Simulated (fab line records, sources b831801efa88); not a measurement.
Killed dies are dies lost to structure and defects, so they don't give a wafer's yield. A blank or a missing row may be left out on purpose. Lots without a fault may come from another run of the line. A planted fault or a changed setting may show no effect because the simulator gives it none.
A struck lot beside a sound one | flow sky130 | 14 steps out of a route of 708
Sound: wafers L433.1, L433.4, L433.5. Struck: wafer L448.6. (L448.1, L448.5 of the same lot were not struck and are left out.) The cause comes at the end.
At each step with rows: each side's tool, then ch and its chambers, then its first start. Under that, the readings that differ: sound wafers | struck wafers | difference of the means | sigmas: that difference in standard deviations of wafers without a fault.
alike: readings whose means differ by less than 2 such deviations, and words and numbers that are the same on both sides. not compared: withheld readings, readings that some wafer has no value for, bounds like >300 that may hide the same value, and numbers for which the record gives no deviation and whose values overlap.
The two part at a step that has a row with sigmas, a row that says differs or no value, or rows on one side only. Numbers that don't overlap but have no deviation are shown without sigmas and don't part them. A reading that every wafer of one side lacks parts them only if that side has two wafers or more.

SKY_SONOS_ONO_THK_MEAS_03:
  sound on film_metro-04, day 12 03:16; struck on film_metro-02, day 16 22:33
  alike: SONOS_ONO_CVD_02_THK
then, 1 step without rows for these wafers: SKY_SONOS_ONO_CVD_04 (deposits SiO2 from SiH4/N2O, target thk 5.7199 nm).
SKY_SONOS_ONO_THK_MEAS_05:
  sound on film_metro-04, day 12 04:35; struck on film_metro-02, day 16 23:52
  reading                   | sound          | struck | difference | sigmas
  SONOS_ONO_CVD_04_THK (nm) | 5.73 5.60 5.65 | 5.87   | +0.21      | +2
then, 7 steps without rows for these wafers: SKY_SONOS_ONO_DEHYDRATE_06 (time 60 s); SKY_SONOS_ONO_HMDS_07 (prime time 60 s); SKY_SONOS_ONO_COAT_08 (resist thk 1140 nm); SKY_SONOS_ONO_SOFTBAKE_09 (time 60 s); SKY_SONOS_ONO_EXPOSE_10 (exposes mask ONOM, target cd 410 nm); SKY_SONOS_ONO_PEB_11; SKY_SONOS_ONO_DEVELOP_12 (develop time 60 s).
SKY_SONOS_ONO_CD_MEAS_13: target cd 410 nm.
  sound on cd_sem-02, day 13 03:55; struck on cd_sem-02, day 18 04:13
  alike: cd_nm
SKY_SONOS_ONO_OVL_MEAS_14:
  sound on overlay-01, day 13 04:02; struck on overlay-01, day 18 04:20
  alike: SONOS_ONO_OVL
SKY_SONOS_ONO_ETCH_15: etches the open film in CHF3/O2, target depth 19.52 nm, time 7.8 s.
  sound on rie_diel-04 ch 0,2,3, day 13 04:05; struck on rie_diel-02 ch 3, day 18 04:22
  reading                               | sound             | struck | difference | sigmas
  oes_product_au (a.u.)                 | 1.020 1.002 1.003 | 0.963  | -0.045     | -6
  rf_fwd_power_W (W)                    | 589 588 592       | 489    | -101       | -32
  model.etch.depth_nm (nm)              | 19.98 19.76 19.53 | 18.37  | -1.39      |
  model.SONOS_ONO.feature_depth_nm (nm) | 19.98 19.76 19.53 | 18.37  | -1.39      |
  alike: drypump_motor_current_A, throttle_valve_pct
  not compared: rf_hours_counter_h
then, 1 step without rows for these wafers: SKY_SONOS_ONO_WET_ETCH_16 (etches SiO2 in dHF, target depth 14 nm, time 280 s).

WHERE THEY PART
First at SKY_SONOS_ONO_THK_MEAS_05; last, within this record, at SKY_SONOS_ONO_ETCH_15.

WHY: what the simulator had put in
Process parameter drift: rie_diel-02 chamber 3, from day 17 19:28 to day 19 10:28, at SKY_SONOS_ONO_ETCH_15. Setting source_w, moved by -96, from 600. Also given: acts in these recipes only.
